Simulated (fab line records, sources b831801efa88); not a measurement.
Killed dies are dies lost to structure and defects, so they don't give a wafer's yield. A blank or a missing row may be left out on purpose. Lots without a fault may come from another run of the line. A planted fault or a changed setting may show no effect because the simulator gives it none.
A struck lot beside a sound one | flow sky130 | 15 steps out of a route of 708
Sound: wafers L372.2, L372.3, L372.6. Struck: wafers L390.4, L390.5, L390.6. The cause comes at the end.
At each step with rows: each side's tool, then ch and its chambers, then its first start. Under that, the readings that differ: sound wafers | struck wafers | difference of the means | sigmas: that difference in standard deviations of wafers without a fault.
alike: readings whose means differ by less than 2 such deviations, and words and numbers that are the same on both sides. not compared: withheld readings, readings that some wafer has no value for, bounds like >300 that may hide the same value, and numbers for which the record gives no deviation and whose values overlap.
The two part at a step that has a row with sigmas, a row that says differs or no value, or rows on one side only. Numbers that don't overlap but have no deviation are shown without sigmas and don't part them. A reading that every wafer of one side lacks parts them only if that side has two wafers or more.

first, 3 steps without rows for these wafers: SKY_LI_CONTACT_EXPOSE_09 (exposes mask LICM1, target cd 170 nm); SKY_LI_CONTACT_PEB_10; SKY_LI_CONTACT_DEVELOP_11 (develop time 60 s).
SKY_LI_CONTACT_CD_MEAS_12: target cd 170 nm.
  sound on cd_sem-02, day 29 20:19; struck on cd_sem-02, day 36 05:49
  alike: cd_nm
SKY_LI_CONTACT_OVL_MEAS_13:
  sound on overlay-01, day 29 20:25; struck on overlay-02, day 36 05:53
  alike: LI_CONTACT_OVL
SKY_LI_CONTACT_ETCH_14: etches BARC in N2/H2, stops on SiO2, time 45.9 s, target depth 60 nm.
  sound on rie_diel-02 ch 0,1,3, day 29 20:27; struck on rie_diel-02 ch 0,1,2, day 36 05:55
  alike: chamber_pressure_mTorr, drypump_motor_current_A, n2_flow_sccm, oes_product_au, throttle_valve_pct
  not compared: rf_hours_counter_h
SKY_LI_CONTACT_ETCH_15: etches PSG in C4F8/O2/Ar, stops on Si, target depth 600 nm.
  sound on rie_diel-02 ch 0,1,3, day 29 20:30; struck on rie_diel-02 ch 0,1,2, day 36 05:57
  alike: chamber_pressure_mTorr, oes_product_au
SKY_LI_CONTACT_STRIP_16: strips in O2/N2.
  sound on plasma_asher-02 ch 0,1, day 29 20:35; struck on plasma_asher-02 ch 0,1, day 36 06:04
  alike: chamber_pressure_mTorr, drypump_motor_current_A, n2_flow_sccm, oes_product_au, strip_time_to_endpoint_s
  not compared: rf_hours_counter_h
then, 2 steps without rows for these wafers: SKY_LI_CONTACT_CLEAN_17 (cleans in NMP, time 600 s); SKY_LI_CONTACT_PRE_CLEAN_18 (time 5.6 s).
SKY_LI_CONTACT_SPUTTER_19: material Ti, target thk 20 nm, time 106.37 s.
  sound on pvd_sputter-01, day 29 20:53; struck on pvd_sputter-01, day 36 06:22
  alike: throttle_valve_pct
SKY_LI_CONTACT_SPUTTER_20: material TiN, target thk 20 nm, time 80 s.
  sound on pvd_sputter-01, day 29 20:57; struck on pvd_sputter-01, day 36 06:26
  alike: throttle_valve_pct
SKY_LI_CONTACT_CVD_21: deposits W, target thk 400 nm, time 120.56 s.
  sound on cvd_w-02 ch 0, day 29 21:01; struck on cvd_w-01 ch 0,1, day 36 06:31
  no value came back on the struck wafers for chamber_pressure_Torr (Torr), heater_power_outer_w (W), heater_power_w (W), susceptor_temp_C (C); on the sound wafers chamber_pressure_Torr (Torr) reads 39.94 39.98 40.02
SKY_LI_CONTACT_RS_MEAS_22: measures by four-point-probe.
  sound on film_metro-02, day 29 21:10; struck on film_metro-02, day 36 06:56
  reading                  | sound             | struck               | difference | sigmas
  LI_CONTACT_W_RS (ohm/sq) | 0.285 0.288 0.285 | 25.199 24.764 24.969 | +24.691    | +99 or more
  not compared: hold
SKY_PAD_OPEN_PROBE_99:
  the record has rows for the sound wafers here (prober-02, day 46 05:10) and none for the struck ones

WHERE THEY PART
First at SKY_LI_CONTACT_CVD_21; last, within this record, at SKY_PAD_OPEN_PROBE_99.

WHY: what the simulator had put in
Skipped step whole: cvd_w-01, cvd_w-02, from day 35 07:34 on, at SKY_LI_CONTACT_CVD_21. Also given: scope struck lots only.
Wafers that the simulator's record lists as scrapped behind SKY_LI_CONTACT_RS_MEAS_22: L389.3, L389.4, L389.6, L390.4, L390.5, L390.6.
